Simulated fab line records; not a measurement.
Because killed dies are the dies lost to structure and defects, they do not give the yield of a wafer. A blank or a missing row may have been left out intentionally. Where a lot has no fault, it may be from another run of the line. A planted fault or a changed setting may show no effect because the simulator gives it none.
Problem report in the 8D (eight disciplines) form, filled by code | flow sky130 | the parts of the form that need people (team, actions taken, sign-off) are left out

== 1. THE ISSUE ==
Mean of end-station-pressure-torr at SKY_VT_ADJUST_NCORE_IMPLANT_09: 6.20e-05 Torr across 6 wafers in 2 lots; on wafers with no fault it is 5.01e-06 Torr (standard deviation 2.5e-07). So: +99 or more standard deviations from the usual mean.
First seen on wafer L567.2, day 12 22:15, on implanter-02. The record holds 33 wafers of 11 lots with a number at this step. The rule behind "out" and "out of limits": a value lying over 4 standard deviations away from the usual mean. Any other wafer with a number is counted as sound.

== 2. WHAT THIS IS AND IS NOT ==
question                    | is                                            | is not
which readings at this step | end-station-pressure-torr, faraday-current-uA | -
which lots                  | L567, L569                                    | L552, L558, L561, L563, L568, L570, L572, L573, L575
which wafers of those lots  | all that have a number                        | -
read on which tools         | implanter-02                                  | implanter-03, implanter-04
when                        | from day 12 22:15                             | up to then (12 sound wafers); but 15 sound wafers of L568, L570, L572, L573, L575 came after

== 3. THE SUSPECTS, EACH WITH WHAT RULES IT OUT ==
Counting: a tool at any process step up to the reading remains a suspect when it ran all the lots that are out and ran no sound lot after the first of those.
- rie-diel-02 at SKY_FIELD_ISO_ETCH_15 (etches the open film in CHF3/O2, stops on Si, target depth 180 nm, time 72 s): ruled out as a lasting fault. The sound lots L568, L570 went through it after L567, its earliest lot that is out (day 5 10:56).
- plasma-asher-01 at SKY_NWELL_STRIP_25 (strips in O2/N2): kept. It processed each lot that is out, first L567 at day 9 00:54, and no sound lot thereafter; up to then, the last sound lot it processed was L561 at day 7 18:54.
- implanter-02 at SKY_VT_ADJUST_NCORE_IMPLANT_09: kept. It processed each lot that is out, first L567 at day 12 22:15, and no sound lot thereafter; up to then, the last sound lot it processed was L563 at day 11 20:58. Its own readings are out on those wafers: end-station-pressure-torr, faraday-current-uA.
The count leaves implanter-02 at SKY_VT_ADJUST_NCORE_IMPLANT_09 and plasma-asher-01 at SKY_NWELL_STRIP_25.

== 4. THE CAUSE (what the simulator had put in) ==
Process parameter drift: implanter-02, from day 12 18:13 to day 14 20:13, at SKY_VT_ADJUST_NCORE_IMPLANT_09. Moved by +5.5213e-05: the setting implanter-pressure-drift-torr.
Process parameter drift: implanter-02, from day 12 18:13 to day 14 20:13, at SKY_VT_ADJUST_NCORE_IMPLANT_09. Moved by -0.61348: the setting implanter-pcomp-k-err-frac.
Of the 2 suspects that counting leaves, this tool is one.

== 5. SEQUENCE OF EFFECTS, ordered by route ==
Each row: a reading where the mean over the struck wafers with a number is more than 3 standard deviations away from the usual. Scope: only readings with a usual standard deviation given in the record; hours: median across lots of the time from each lot's start at the first step in this table that gives one to its start at this step; sigmas: change in usual standard deviations.
hours | step                           | reading                   | usual         | on struck wafers | change    | sigmas
0     | SKY_VT_ADJUST_NCORE_IMPLANT_09 | beam-on-s                 | 10.02 s       | 10.75            | +0.73     | +3.8
0     | SKY_VT_ADJUST_NCORE_IMPLANT_09 | end-station-pressure-torr | 5.01e-06 Torr | 6.20e-05         | +5.69e-05 | +99 or more
0     | SKY_VT_ADJUST_NCORE_IMPLANT_09 | faraday-current-uA        | 13.50         | 12.11            | -1.39     | -5.6
Here are the process steps it includes:
- SKY_VT_ADJUST_NCORE_IMPLANT_09
Later steps that measure or inspect, where all struck wafers having a row at the step show a number for every such reading and not one has moved that far: SKY_VT_ADJUST_NCORE_TW_MEAS_11.

== 6. HOW IT WOULD HAVE BEEN CAUGHT EARLIER ==
In this record the first reading out of limits was taken at day 12 22:15, 4 hours after the fault began at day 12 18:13.
